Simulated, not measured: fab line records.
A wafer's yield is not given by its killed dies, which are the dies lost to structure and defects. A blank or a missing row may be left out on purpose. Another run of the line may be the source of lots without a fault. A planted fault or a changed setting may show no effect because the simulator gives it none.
Struck lot and sound lot, side by side / flow sky130 / 14 steps out of a route of 708
Sound: wafers L590.3, L590.5, L590.6. Wafers L603.2, L603.4, L603.6 were the ones struck. The cause is given at the end.
Per side, at each step with rows, come the tool, then ch with its chambers, and then its first start. Under that, the readings that differ: sound wafers / struck wafers / difference of the means / sigmas: that difference in standard deviations of wafers without a fault.
alike: readings with means less than 2 such deviations apart, plus words and numbers identical on both sides. not compared: withheld readings, readings lacking a value on some wafer, bounds such as >300 that could conceal the same value, and numbers that have no deviation in the record and whose values overlap.
The two part at a step that has a row with sigmas, a row that says differs or no value, or rows on one side only. Numbers that don't overlap but have no deviation are shown without sigmas and don't part them. A reading that every wafer of one side lacks parts them only if that side has two wafers or more.

first, 1 step without rows for these wafers: SKY_METAL5_CLEAN_19 (cleans in O3/DIW).
SKY_PASSIVATION_CVD_00: deposits SiO2, target thk 90 nm.
  sound on pecvd-02 ch 0,1, day 45 10:31; struck on pecvd-01 ch 0,1, day 48 03:40
  alike: heater-power-w
SKY_PASSIVATION_THK_MEAS_01:
  struck on film-metro-01, day 48 03:41; sound on film-metro-04, day 45 10:33
  alike: PASSIVATION_CVD_00_THK
SKY_PASSIVATION_CVD_02: deposits Si3N4, target thk 540 nm.
  sound on pecvd-04 ch 1,2, day 45 10:35; struck on pecvd-02 ch 1,2, day 48 03:44
  alike: heater-power-w
SKY_PASSIVATION_THK_MEAS_03:
  struck on film-metro-02, day 48 03:58; sound on film-metro-01, day 45 10:54
  alike: PASSIVATION_CVD_02_THK
then, 7 steps without rows for these wafers: SKY_PASSIVATION_DEHYDRATE_04 (time 60 s); SKY_PASSIVATION_HMDS_05 (prime time 60 s); SKY_PASSIVATION_COAT_06 (resist thk 3000 nm); SKY_PASSIVATION_SOFTBAKE_07; SKY_PASSIVATION_EXPOSE_08 (exposes mask NSM, target cd 3000 nm); SKY_PASSIVATION_PEB_09; SKY_PASSIVATION_DEVELOP_10 (develop time 60 s).
SKY_PASSIVATION_ETCH_11: etches the open film in CF4/O2, stops on AlCu, target depth 725 nm, time 161.1 s.
  sound on rie-diel-01 ch 2,3, day 46 06:38; struck on rie-diel-04 ch 1,2, day 48 22:32
  no value came back on the struck wafers for any of 6 readings (O2_flow_sccm (sccm), bias-w (W) and others); on the sound wafers O2_flow_sccm (sccm) reads 10.01 10.01 10.00
reading=model.coat_of_PASSIVATION_COAT_06.thk-nm (nm); sound=2507 2518 2536; struck=3005 3011 2999; difference=+485; sigmas=
  not compared: rf-hours-counter-h
SKY_PASSIVATION_STRIP_12: strips in O2/N2.
  sound on plasma-asher-03 ch 0,1, day 46 06:46; struck on plasma-asher-02 ch 0,1, day 48 22:38
reading=strip-time-to-endpoint-s (s); sound=31.41 31.54 31.74; struck=37.01 37.10 36.94; difference=+5.45; sigmas=+32
  alike: drypump-motor-current-A, oes-product-au
  not compared: rf-hours-counter-h

## WHERE THEY PART
Earliest at SKY_PASSIVATION_ETCH_11; latest, in this record, at SKY_PASSIVATION_STRIP_12.

WHY: what the simulator had put in
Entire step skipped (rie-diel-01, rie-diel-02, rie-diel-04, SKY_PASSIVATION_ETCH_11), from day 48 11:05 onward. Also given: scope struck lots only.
